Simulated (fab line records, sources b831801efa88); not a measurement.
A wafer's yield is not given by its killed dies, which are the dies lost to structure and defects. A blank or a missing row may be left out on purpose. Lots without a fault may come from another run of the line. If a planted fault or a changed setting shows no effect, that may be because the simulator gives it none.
8D (eight disciplines) problem report, filled in by code / flow sky130 / the parts of the form that need people (team, actions taken, sign-off) are left out

1. PROBLEM STATEMENT
Wafers without a fault read 78.0 s, standard deviation 2.9; run-length-s at SKY_FIELD_ISO_WET_ETCH_30 reads a mean of 53.2 s on 6 wafers belonging to 2 lots. Relative to the usual mean, that is a shift of -8.5 standard deviations.
The step: etches SiO2 in dHF, target depth 25 nm, time 50 s.
Seen first at day 4 23:53 on wet-bench-04, wafer L919.3. The record holds 39 wafers of 13 lots with a number at this step. Rule for "out" (also "out of limits"): further than 4 standard deviations from the usual mean. The rest of the wafers with a number are treated as sound.

2. WHAT THIS IS AND IS NOT
question=which readings at this step | is=run-length-s | is not=-
question=which lots | is=L919, L920 | is not=L907, L908, L909, L910, L912, L914, L924, L926, L927, L928, L930
question=which wafers of those lots | is=all that have a number | is not=-
question=read on which tools | is=wet-bench-04 | is not=wet-bench-02, wet-bench-03
question=when | is=from day 4 23:53 | is not=up to then (18 sound wafers); but 15 sound wafers of L924, L926, L927, L928, L930 came after

3. THE SUSPECTS, EACH WITH WHAT RULES IT OUT
Counting: a tool at a process step up to the reading stays a suspect if it ran every lot that is out and no sound lot after the first of them.
- wet-bench-04 at SKY_FIELD_ISO_WET_ETCH_30 (etches SiO2 in dHF, target depth 25 nm, time 50 s): kept. It processed each lot that is out, first L919 at day 4 23:53, and no sound lot thereafter; up to then, the last sound lot it processed was L914 at day 3 23:06. Its own run-length-s readings are out on those wafers.
The count leaves wet-bench-04 at SKY_FIELD_ISO_WET_ETCH_30.

4. THE CAUSE (what the simulator had put in)
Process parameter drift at SKY_FIELD_ISO_WET_ETCH_30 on wet-bench-04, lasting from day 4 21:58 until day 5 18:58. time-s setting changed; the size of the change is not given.
After counting, this tool was the only one left.

5. THE EFFECT CHAIN, in route order
Each row: a reading where the mean over the struck wafers with a number is more than 3 standard deviations away from the usual. Scope: only readings with a usual standard deviation given in the record; hours: median across lots of the time from each lot's start at the first step in this table that gives one to its start at this step; sigmas: change in usual standard deviations.
hours=0; step=SKY_FIELD_ISO_WET_ETCH_30; reading=run-length-s; usual=78.0 s; on struck wafers=53.2; change=-24.8; sigmas=-8.5
The process steps in it:
- SKY_FIELD_ISO_WET_ETCH_30: etches SiO2 in dHF, target depth 25 nm, time 50 s.
At these later measuring or inspecting steps, every struck wafer for which the step has a row has a number for every such reading, and none has moved that far: SKY_POLY_GATE_CD_MEAS_13.

6. HOW IT WOULD HAVE BEEN CAUGHT EARLIER
First out-of-limits reading in this record: day 4 23:53, which is 2 hours after fault onset at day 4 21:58.
